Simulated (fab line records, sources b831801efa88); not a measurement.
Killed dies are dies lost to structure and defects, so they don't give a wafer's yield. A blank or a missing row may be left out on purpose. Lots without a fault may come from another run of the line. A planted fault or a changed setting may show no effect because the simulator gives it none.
A struck lot beside a sound one | flow sky130 | 16 steps out of a route of 708
Sound: wafers L407.1, L407.2, L407.3. Struck: wafers L415.1, L415.2, L415.4. The cause comes at the end.
At each step with rows: each side's tool, then ch and its chambers, then its first start. Under that, the readings that differ: sound wafers | struck wafers | difference of the means | sigmas: that difference in standard deviations of wafers without a fault.
alike: readings whose means differ by less than 2 such deviations, and words and numbers that are the same on both sides. not compared: withheld readings, readings that some wafer has no value for, bounds like >300 that may hide the same value, and numbers for which the record gives no deviation and whose values overlap.
The two part at a step that has a row with sigmas, a row that says differs or no value, or rows on one side only. Numbers that don't overlap but have no deviation are shown without sigmas and don't part them. A reading that every wafer of one side lacks parts them only if that side has two wafers or more.

SKY_VIA3_BOW_MEAS_03:
  sound on film_metro-02, day 39 13:13; struck on film_metro-02, day 41 23:51
  alike: VIA3_BOW
then, 8 steps without rows for these wafers: SKY_VIA3_DEHYDRATE_04 (time 60 s); SKY_VIA3_HMDS_05 (prime time 60 s); SKY_VIA3_COAT_06 (resist thk 60 nm); SKY_VIA3_COAT_07 (resist thk 450 nm); SKY_VIA3_SOFTBAKE_08 (time 90 s); SKY_VIA3_EXPOSE_09 (exposes mask VIM3, target cd 200 nm); SKY_VIA3_PEB_10; SKY_VIA3_DEVELOP_11 (develop time 60 s).
SKY_VIA3_CD_MEAS_12: target cd 200 nm.
  sound on cd_sem-01, day 40 13:32; struck on cd_sem-02, day 42 23:43
  alike: cd_nm
SKY_VIA3_OVL_MEAS_13:
  sound on overlay-02, day 40 13:40; struck on overlay-02, day 42 23:50
  alike: VIA3_OVL
SKY_VIA3_ETCH_14: etches BARC in N2/H2, stops on SiO2, time 45.9 s, target depth 60 nm.
  sound on rie_diel-03 ch 1,2,3, day 40 13:41; struck on rie_diel-03 ch 0,1,3, day 42 23:52
  alike: bias_w, chamber_pressure_mTorr, drypump_motor_current_A, oes_product_au, throttle_valve_pct
  not compared: rf_hours_counter_h
SKY_VIA3_ETCH_15: etches SiO2 in C4F8/O2/Ar, stops on TiN, target depth 507 nm, time 78 s.
  sound on rie_diel-03 ch 1,2,3, day 40 13:44; struck on rie_diel-03 ch 0,1,3, day 42 23:55
  no value came back on the struck wafers for bias_w (W), chamber_pressure_mTorr (mTorr), oes_product_au (a.u.), rf_hours_counter_h (h); on the sound wafers bias_w (W) reads 1198 1201 1208
  reading                                     | sound           | struck            | difference | sigmas
  model.KrF-thick_of_VIA3_COAT_07.thk_nm (nm) | 292.6 293.8 291 | 391.7 393.3 391.4 | +99.7      |
SKY_VIA3_STRIP_16: strips in O2/N2.
  sound on plasma_asher-04 ch 0,1, day 40 13:47; struck on plasma_asher-02 ch 0,1, day 42 23:58
  reading                      | sound             | struck            | difference | sigmas
  oes_product_au (a.u.)        | 0.400 0.407 0.398 | 0.444 0.439 0.445 | +0.041     | +8
  strip_time_to_endpoint_s (s) | 4.145 4.165 4.129 | 5.193 5.215 5.187 | +1.052     | +50
  alike: chamber_pressure_mTorr, drypump_motor_current_A
  not compared: rf_hours_counter_h
then, 1 step without rows for these wafers: SKY_VIA3_STRIP_17 (strips in post etch residue remover, time 1200 s).
-- the record jumps here: 6 days lie between the struck wafers' starts before and after (it left off in module VIA3 and takes up again in module PAD_OPEN, whose first step shown is number 708 of the route) --
SKY_PAD_OPEN_PROBE_99:
  the record has rows for the struck wafers here (prober-01, day 48 12:40) and none for the sound ones

WHERE THEY PART
First at SKY_VIA3_ETCH_15; last, within this record, at SKY_PAD_OPEN_PROBE_99.

WHY: what the simulator had put in
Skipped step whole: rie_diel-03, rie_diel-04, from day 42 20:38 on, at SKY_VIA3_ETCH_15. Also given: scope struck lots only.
